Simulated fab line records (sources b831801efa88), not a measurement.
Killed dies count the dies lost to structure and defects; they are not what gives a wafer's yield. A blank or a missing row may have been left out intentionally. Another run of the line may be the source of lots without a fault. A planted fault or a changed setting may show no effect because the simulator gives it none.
Matching of chambers | flow sky130 | 4 sister chambers for SKY_PASSIVATION_ETCH_11 on rieDiel-04
The step etches the open film in CF4/O2, stops on AlCu, target depth 725 nm, time 161.1 s. 8 wafers are shown with their chamber, then 12 later ones without.

## EACH WAFER AND ITS CHAMBER
wafer  | chamber | drypumpMotorCurrentA (A) | oesProductAu (a.u.)
L079.5 | 2       | 5.8                      | 0.978
L086.4 | 3       | 5.2                      | 0.981
L089.1 | 2       | 5.9                      | 0.973
L089.2 | 0       | 5.7                      | 0.976
L089.3 | 1       | 5.2                      | 0.958
L089.4 | 3       | 5.3                      | 0.983
L089.5 | 1       | 5.1                      | 0.957
L089.6 | 0       | 5.7                      | 0.969

## WAFERS MISSING THEIR CHAMBER
wafer  | drypumpMotorCurrentA (A) | oesProductAu (a.u.)
L094.2 | 5.1                      | 0.956
L094.3 | 5.3                      | 0.966
L094.6 | 5.8                      | 0.986
L095.3 | 5.3                      | 0.981
L095.4 | 5.1                      | 0.970
L095.5 | 5.7                      | 0.981
L096.1 | 5.1                      | 0.956
L096.2 | 5.6                      | 0.967
L096.5 | 5.6                      | 0.981
L097.1 | 5.7                      | 0.969
L097.2 | 5.8                      | 0.976
L097.6 | 5.8                      | 0.986

## THE CHAMBER EACH PASSED THROUGH
wafer  | from the rows above     | in truth
L094.2 | 1                       | 1
L094.3 | can't be placed: 1 or 3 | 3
L094.6 | can't be placed: 2 or 0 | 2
L095.3 | 3                       | 3
L095.4 | can't be placed: 1 or 3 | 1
L095.5 | can't be placed: 0 or 2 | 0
L096.1 | 1                       | 1
L096.2 | 0                       | 0
L096.5 | can't be placed: 0 or 2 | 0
L097.1 | 0                       | 0
L097.2 | can't be placed: 2 or 0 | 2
L097.6 | can't be placed: 2 or 0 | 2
Correctly placed: 5 of 12. Not placeable from these rows: 7 (in 7, the candidates include the true chamber). 0 placed wrongly.
How it was worked out, from the rows above alone: a wafer's distance from a chamber is the root of the sum, over the readings, of the square of ((its reading less the chamber's mean) divided by the reading's scatter). The wafer belongs to the nearest chamber; if the next one is less than 2 further off, it can't be placed. For every chamber, the mean is computed from those of its wafers that are shown. How the scatter is found: for the shown wafers, subtract from each reading the mean of its chamber, square and add these, divide the total by (wafers less chambers), then take the root.
